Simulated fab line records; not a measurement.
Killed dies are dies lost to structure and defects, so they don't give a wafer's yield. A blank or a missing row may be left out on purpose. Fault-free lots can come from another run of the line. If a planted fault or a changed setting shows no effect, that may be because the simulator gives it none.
Which tool is to blame? :: flow sky130 :: 36 wafers from 12 lots sampled at 5 of the route's 708 steps

## WHAT THE GAUGES READ, wafer by wafer
No reading from a measuring or inspecting step in the record can be judged against a usual standard deviation.

## WHAT TOOL EACH LOT RAN ON (gives the tool, then ch and the chambers of the sampled wafers, and finally the start)
lot: L577
SKY_GATE_OXIDE_STRIP_13: plasmaAsher-02 ch 0,1, day 13 15:38
SKY_VIA4_CMP_21: cmp-01 ch 2,3, day 42 12:49
SKY_METAL5_DESCUM_14: rieMetal-01 ch 0,1, day 43 11:53
SKY_PAD_OPEN_ETCH_07: rieDiel-03 ch 1,3, day 45 09:25
SKY_PAD_OPEN_PROBE_99: -

lot: L578
SKY_GATE_OXIDE_STRIP_13: plasmaAsher-01 ch 1, day 14 07:42
SKY_VIA4_CMP_21: cmp-02 ch 0,2,3, day 42 22:55
SKY_METAL5_DESCUM_14: rieMetal-03 ch 0,1, day 43 21:07
SKY_PAD_OPEN_ETCH_07: rieDiel-02 ch 1,2,3, day 45 18:34
SKY_PAD_OPEN_PROBE_99: -

lot: L579
SKY_GATE_OXIDE_STRIP_13: plasmaAsher-01 ch 0,1, day 14 08:39
SKY_VIA4_CMP_21: cmp-02 ch 1,2,3, day 43 01:51
SKY_METAL5_DESCUM_14: rieMetal-04 ch 0,1, day 43 23:31
SKY_PAD_OPEN_ETCH_07: rieDiel-02 ch 0,2,3, day 45 21:19
SKY_PAD_OPEN_PROBE_99: -

lot: L580
SKY_GATE_OXIDE_STRIP_13: plasmaAsher-04 ch 0,1, day 14 15:53
SKY_VIA4_CMP_21: cmp-02 ch 0,2,3, day 43 10:17
SKY_METAL5_DESCUM_14: rieMetal-03 ch 0,1, day 44 09:22
SKY_PAD_OPEN_ETCH_07: rieDiel-01 ch 0,2,3, day 46 06:28
SKY_PAD_OPEN_PROBE_99: prober-02, day 46 08:47

lot: L584
SKY_GATE_OXIDE_STRIP_13: plasmaAsher-01 ch 1, day 16 15:25
SKY_VIA4_CMP_21: cmp-01 ch 0,1, day 45 06:44
SKY_METAL5_DESCUM_14: rieMetal-04 ch 0, day 46 04:01
SKY_PAD_OPEN_ETCH_07: rieDiel-03 ch 1,2,3, day 47 20:38
SKY_PAD_OPEN_PROBE_99: prober-02, day 47 23:01

lot: L587
SKY_GATE_OXIDE_STRIP_13: plasmaAsher-04 ch 0,1, day 17 09:40
SKY_VIA4_CMP_21: cmp-02 ch 0,2,3, day 45 13:56
SKY_METAL5_DESCUM_14: rieMetal-04 ch 0,1, day 46 10:40
SKY_PAD_OPEN_ETCH_07: rieDiel-02 ch 2,3, day 48 03:34
SKY_PAD_OPEN_PROBE_99: -

lot: L589
SKY_GATE_OXIDE_STRIP_13: plasmaAsher-02 ch 0,1, day 18 01:56
SKY_VIA4_CMP_21: cmp-02 ch 0,2, day 45 21:55
SKY_METAL5_DESCUM_14: rieMetal-04 ch 0,1, day 46 18:25
SKY_PAD_OPEN_ETCH_07: rieDiel-03 ch 0,3, day 48 09:14
SKY_PAD_OPEN_PROBE_99: -

lot: L591
SKY_GATE_OXIDE_STRIP_13: plasmaAsher-02 ch 0,1, day 18 16:10
SKY_VIA4_CMP_21: cmp-01 ch 0,3, day 46 08:50
SKY_METAL5_DESCUM_14: rieMetal-03 ch 0, day 47 05:26
SKY_PAD_OPEN_ETCH_07: rieDiel-03 ch 0,2, day 48 22:19
SKY_PAD_OPEN_PROBE_99: prober-01, day 49 00:38

lot: L596
SKY_GATE_OXIDE_STRIP_13: plasmaAsher-01 ch 0,1, day 20 08:49
SKY_VIA4_CMP_21: cmp-02 ch 0,2,3, day 47 21:31
SKY_METAL5_DESCUM_14: rieMetal-04 ch 0,1, day 48 15:49
SKY_PAD_OPEN_ETCH_07: rieDiel-03 ch 0,1,2, day 50 03:10
SKY_PAD_OPEN_PROBE_99: prober-02, day 50 05:36

lot: L597
SKY_GATE_OXIDE_STRIP_13: plasmaAsher-04 ch 0,1, day 20 16:31
SKY_VIA4_CMP_21: cmp-02 ch 0,1,2, day 48 01:08
SKY_METAL5_DESCUM_14: rieMetal-03 ch 0,1, day 48 20:19
SKY_PAD_OPEN_ETCH_07: rieDiel-02 ch 2,3, day 50 07:23
SKY_PAD_OPEN_PROBE_99: -

lot: L598
SKY_GATE_OXIDE_STRIP_13: plasmaAsher-01 ch 0,1, day 20 20:44
SKY_VIA4_CMP_21: cmp-01 ch 1,2, day 48 03:44
SKY_METAL5_DESCUM_14: rieMetal-01 ch 1, day 48 22:22
SKY_PAD_OPEN_ETCH_07: rieDiel-01 ch 0,1,3, day 50 09:41
SKY_PAD_OPEN_PROBE_99: prober-02, day 50 12:04

lot: L599
SKY_GATE_OXIDE_STRIP_13: plasmaAsher-02 ch 0,1, day 21 11:47
SKY_VIA4_CMP_21: cmp-01 ch 1,2,3, day 48 06:52
SKY_METAL5_DESCUM_14: rieMetal-01 ch 1, day 49 01:31
SKY_PAD_OPEN_ETCH_07: rieDiel-01 ch 0,1,3, day 50 12:37
SKY_PAD_OPEN_PROBE_99: -
- SKY_GATE_OXIDE_STRIP_13: strips in O2/N2.
- SKY_VIA4_CMP_21: polishes, stops on SiO2, t overpolish 25 s, target thk 0 nm.
- SKY_METAL5_DESCUM_14: chemistry O2, time 11 s.
- SKY_PAD_OPEN_ETCH_07: etches the open film in CF4/O2, stops on AlCu, target depth 725 nm, time 161.1 s.
- SKY_PAD_OPEN_PROBE_99

## WHAT THE TOOLS THEMSELVES READ (means of the sampled wafers that have a number; where no wafer has one, the mark that the record gives instead)
SKY_GATE_OXIDE_STRIP_13. Usual: drypumpMotorCurrentA 5.9 A, standard deviation 0.36; oesProductAu 0.715 a.u., standard deviation 0.0046; stripTimeToEndpointS 14.18 s, standard deviation 0.044.
lot: L577
tool: plasmaAsher-02
drypumpMotorCurrentA (A): 6.1
oesProductAu (a.u.): 0.715
stripTimeToEndpointS (s): 14.18
flag: 

lot: L578
tool: plasmaAsher-01
drypumpMotorCurrentA (A): 6.3
oesProductAu (a.u.): 0.716
stripTimeToEndpointS (s): 14.18
flag: 

lot: L579
tool: plasmaAsher-01
drypumpMotorCurrentA (A): 5.8
oesProductAu (a.u.): 0.713
stripTimeToEndpointS (s): 14.25
flag: 

lot: L580
tool: plasmaAsher-04
drypumpMotorCurrentA (A): 5.5
oesProductAu (a.u.): 0.709
stripTimeToEndpointS (s): 14.18
flag: 

lot: L584
tool: plasmaAsher-01
drypumpMotorCurrentA (A): 6.3
oesProductAu (a.u.): 0.717
stripTimeToEndpointS (s): 14.22
flag: 

lot: L587
tool: plasmaAsher-04
drypumpMotorCurrentA (A): 5.5
oesProductAu (a.u.): 0.714
stripTimeToEndpointS (s): 14.19
flag: 

lot: L589
tool: plasmaAsher-02
drypumpMotorCurrentA (A): 6.2
oesProductAu (a.u.): 0.718
stripTimeToEndpointS (s): 14.19
flag: 

lot: L591
tool: plasmaAsher-02
drypumpMotorCurrentA (A): 6.2
oesProductAu (a.u.): 0.713
stripTimeToEndpointS (s): 14.21
flag: 

lot: L596
tool: plasmaAsher-01
drypumpMotorCurrentA (A): 6.0
oesProductAu (a.u.): 0.714
stripTimeToEndpointS (s): 14.20
flag: 

lot: L597
tool: plasmaAsher-04
drypumpMotorCurrentA (A): 5.7
oesProductAu (a.u.): 0.716
stripTimeToEndpointS (s): 14.13
flag: 

lot: L598
tool: plasmaAsher-01
drypumpMotorCurrentA (A): 6.0
oesProductAu (a.u.): 0.712
stripTimeToEndpointS (s): 14.22
flag: 

lot: L599
tool: plasmaAsher-02
drypumpMotorCurrentA (A): 6.1
oesProductAu (a.u.): 0.716
stripTimeToEndpointS (s): 14.16
flag: 

SKY_VIA4_CMP_21. Usual: motorCurrentA 11.4 A, standard deviation 0.83; overpolishRunS 25.000 s, standard deviation 0.0086; slurryFilterDpKPa 13.50 kPa, standard deviation 0.14; timeToEndpointS 121 s, standard deviation 3.2.
lot: L577
tool: cmp-01
motorCurrentA (A): 10.9
overpolishRunS (s): 24.992
slurryFilterDpKPa (kPa): 13.57
timeToEndpointS (s): 123
flag: 

lot: L578
tool: cmp-02
motorCurrentA (A): 11.1
overpolishRunS (s): 25.001
slurryFilterDpKPa (kPa): 13.50
timeToEndpointS (s): 120
flag: 

lot: L579
tool: cmp-02
motorCurrentA (A): 11.7
overpolishRunS (s): 25.000
slurryFilterDpKPa (kPa): 13.47
timeToEndpointS (s): 120
flag: 

lot: L580
tool: cmp-02
motorCurrentA (A): 11.2
overpolishRunS (s): 24.996
slurryFilterDpKPa (kPa): 13.43
timeToEndpointS (s): 123
flag: 

lot: L584
tool: cmp-01
motorCurrentA (A): 11.1
overpolishRunS (s): 25.005
slurryFilterDpKPa (kPa): 13.35
timeToEndpointS (s): 120
flag: 

lot: L587
tool: cmp-02
motorCurrentA (A): 11.7
overpolishRunS (s): 25.007
slurryFilterDpKPa (kPa): 13.52
timeToEndpointS (s): 114
flag: 

lot: L589
tool: cmp-02
motorCurrentA (A): 11.4
overpolishRunS (s): 24.997
slurryFilterDpKPa (kPa): 13.44
timeToEndpointS (s): 119
flag: 

lot: L591
tool: cmp-01
motorCurrentA (A): 11.0
overpolishRunS (s): 25.000
slurryFilterDpKPa (kPa): 13.44
timeToEndpointS (s): 120
flag: 

lot: L596
tool: cmp-02
motorCurrentA (A): 11.3
overpolishRunS (s): 25.003
slurryFilterDpKPa (kPa): 13.54
timeToEndpointS (s): 123
flag: 

lot: L597
tool: cmp-02
motorCurrentA (A): 11.6
overpolishRunS (s): 24.994
slurryFilterDpKPa (kPa): 13.59
timeToEndpointS (s): 125
flag: 

lot: L598
tool: cmp-01
motorCurrentA (A): 11.2
overpolishRunS (s): 24.995
slurryFilterDpKPa (kPa): 13.53
timeToEndpointS (s): 123
flag: 

lot: L599
tool: cmp-01
motorCurrentA (A): 11.6
overpolishRunS (s): 24.993
slurryFilterDpKPa (kPa): 13.52
timeToEndpointS (s): 118
flag: 

SKY_METAL5_DESCUM_14. Usual: drypumpMotorCurrentA 5.8 A, standard deviation 0.46; heBacksideLeakSccm 3.37 sccm, standard deviation 0.2; oesProductAu 0.998 a.u., standard deviation 0.013; tempC 40.02 C, standard deviation 0.12.
lot: L577
tool: rieMetal-01
drypumpMotorCurrentA (A): 5.8
heBacksideLeakSccm (sccm): 3.13
oesProductAu (a.u.): 0.987
tempC (C): 39.84
flag: 

lot: L578
tool: rieMetal-03
drypumpMotorCurrentA (A): 5.3
heBacksideLeakSccm (sccm): 3.38
oesProductAu (a.u.): 0.990
tempC (C): 39.99
flag: 

lot: L579
tool: rieMetal-04
drypumpMotorCurrentA (A): 6.2
heBacksideLeakSccm (sccm): 3.42
oesProductAu (a.u.): 1.015
tempC (C): 40.08
flag: 

lot: L580
tool: rieMetal-03
drypumpMotorCurrentA (A): 5.2
heBacksideLeakSccm (sccm): 3.37
oesProductAu (a.u.): 0.990
tempC (C): 40.02
flag: 

lot: L584
tool: rieMetal-04
drypumpMotorCurrentA (A): 6.1
heBacksideLeakSccm (sccm): 3.34
oesProductAu (a.u.): 1.008
tempC (C): 40.10
flag: 

lot: L587
tool: rieMetal-04
drypumpMotorCurrentA (A): 6.2
heBacksideLeakSccm (sccm): 3.43
oesProductAu (a.u.): 1.016
tempC (C): 40.08
flag: 

lot: L589
tool: rieMetal-04
drypumpMotorCurrentA (A): 6.2
heBacksideLeakSccm (sccm): 3.48
oesProductAu (a.u.): 1.009
tempC (C): 40.06
flag: 

lot: L591
tool: rieMetal-03
drypumpMotorCurrentA (A): 5.0
heBacksideLeakSccm (sccm): 3.34
oesProductAu (a.u.): 0.989
tempC (C): 39.96
flag: 

lot: L596
tool: rieMetal-04
drypumpMotorCurrentA (A): 6.2
heBacksideLeakSccm (sccm): 3.43
oesProductAu (a.u.): 1.012
tempC (C): 40.02
flag: 

lot: L597
tool: rieMetal-03
drypumpMotorCurrentA (A): 5.4
heBacksideLeakSccm (sccm): 3.37
oesProductAu (a.u.): 0.989
tempC (C): 40.01
flag: 

lot: L598
tool: rieMetal-01
drypumpMotorCurrentA (A): 6.1
heBacksideLeakSccm (sccm): 3.34
oesProductAu (a.u.): 0.993
tempC (C): 39.87
flag: 

lot: L599
tool: rieMetal-01
drypumpMotorCurrentA (A): 6.1
heBacksideLeakSccm (sccm): 3.23
oesProductAu (a.u.): 0.990
tempC (C): 40.08
flag: 

SKY_PAD_OPEN_ETCH_07. Usual: drypumpMotorCurrentA 5.7 A, standard deviation 0.34; oesProductAu 0.977 a.u., standard deviation 0.0075; throttleValvePct 5.965 %, standard deviation 0.0089.
lot: L577
tool: rieDiel-03
drypumpMotorCurrentA (A): 5.8
oesProductAu (a.u.): 0.974
throttleValvePct (%): 5.955
flag: 

lot: L578
tool: rieDiel-02
drypumpMotorCurrentA (A): 5.6
oesProductAu (a.u.): 0.969
throttleValvePct (%): 5.960
flag: 

lot: L579
tool: rieDiel-02
drypumpMotorCurrentA (A): 5.7
oesProductAu (a.u.): 0.970
throttleValvePct (%): 5.970
flag: 

lot: L580
tool: rieDiel-01
drypumpMotorCurrentA (A): 5.6
oesProductAu (a.u.): 0.968
throttleValvePct (%): 5.954
flag: 

lot: L584
tool: rieDiel-03
drypumpMotorCurrentA (A): 5.8
oesProductAu (a.u.): 0.975
throttleValvePct (%): 5.966
flag: 

lot: L587
tool: rieDiel-02
drypumpMotorCurrentA (A): 5.9
oesProductAu (a.u.): 0.980
throttleValvePct (%): 5.961
flag: 

lot: L589
tool: rieDiel-03
drypumpMotorCurrentA (A): 5.6
oesProductAu (a.u.): 0.974
throttleValvePct (%): 5.961
flag: 

lot: L591
tool: rieDiel-03
drypumpMotorCurrentA (A): 5.7
oesProductAu (a.u.): 0.986
throttleValvePct (%): 5.967
flag: 

lot: L596
tool: rieDiel-03
drypumpMotorCurrentA (A): 5.8
oesProductAu (a.u.): 0.989
throttleValvePct (%): 5.970
flag: 

lot: L597
tool: rieDiel-02
drypumpMotorCurrentA (A): 5.5
oesProductAu (a.u.): 0.981
throttleValvePct (%): 5.970
flag: 

lot: L598
tool: rieDiel-01
drypumpMotorCurrentA (A): 5.5
oesProductAu (a.u.): 0.975
throttleValvePct (%): 5.965
flag: 

lot: L599
tool: rieDiel-01
drypumpMotorCurrentA (A): 5.5
oesProductAu (a.u.): 0.975
throttleValvePct (%): 5.955
flag: 

SKY_PAD_OPEN_PROBE_99. Usual: killed_at_M0_to_M3 43, standard deviation 6.4; killed_at_M4_up 3.2, standard deviation 1.8; killedAtContacts 25, standard deviation 5.8; killedAtFrontEnd 16, standard deviation 4.1; killedAtOther 0.2, standard deviation 0.47; killedDies 88, standard deviation 9.9; killedOpen 47, standard deviation 7.3; killedShort 40, standard deviation 7.1.
lot: L580
tool: prober-02
killed_at_M0_to_M3: 45
killed_at_M4_up: 1.7
killedAtContacts: 23
killedAtFrontEnd: 12
killedAtOther: 0.0
killedDies: 82
killedOpen: 44
killedShort: 37
flag: 

lot: L584
tool: prober-02
killed_at_M0_to_M3: 38
killed_at_M4_up: 3.3
killedAtContacts: 30
killedAtFrontEnd: 18
killedAtOther: 0.0
killedDies: 89
killedOpen: 54
killedShort: 35
flag: 

lot: L591
tool: prober-01
killed_at_M0_to_M3: 49
killed_at_M4_up: 2.0
killedAtContacts: 28
killedAtFrontEnd: 15
killedAtOther: 0.7
killedDies: 95
killedOpen: 50
killedShort: 44
flag: 

lot: L596
tool: prober-02
killed_at_M0_to_M3: 44
killed_at_M4_up: 3.7
killedAtContacts: 20
killedAtFrontEnd: 61
killedAtOther: 0.7
killedDies: 129
killedOpen: 43
killedShort: 41
flag: OFF

lot: L598
tool: prober-02
killed_at_M0_to_M3: 41
killed_at_M4_up: 3.0
killedAtContacts: 28
killedAtFrontEnd: 58
killedAtOther: 0.3
killedDies: 131
killedOpen: 51
killedShort: 37
flag: OFF

## THE ANSWER, worked out from the rows above alone
Rule: take the mean of a lot's wafers that have a number; if it is more than 3 standard deviations from the usual mean, the lot is off. A lot without any number at a reading at which 4 lots or more have one is off too. All remaining lots with rows at the step are treated as sound. First the gauges in route order, then the tools' own readings, where a lot's mean is used as printed above. The first step at which some lot is off is used, and at that step the reading that is off furthest; a lot without a number counts as furthest.
Off at SKY_PAD_OPEN_PROBE_99 (killedAtFrontEnd): L596, L598. Neither off nor sound, because the step has no rows for them: L577, L578, L579, L587, L589, L597, L599.
A tool fits if, at that step or a process step before it, it ran every lot that is off, and no sound lot after the first of them. This does not decide it: 2 tools fit, namely plasmaAsher-01 at SKY_GATE_OXIDE_STRIP_13 and prober-02 at SKY_PAD_OPEN_PROBE_99.

## WHAT WAS PUT IN BY THE SIMULATOR
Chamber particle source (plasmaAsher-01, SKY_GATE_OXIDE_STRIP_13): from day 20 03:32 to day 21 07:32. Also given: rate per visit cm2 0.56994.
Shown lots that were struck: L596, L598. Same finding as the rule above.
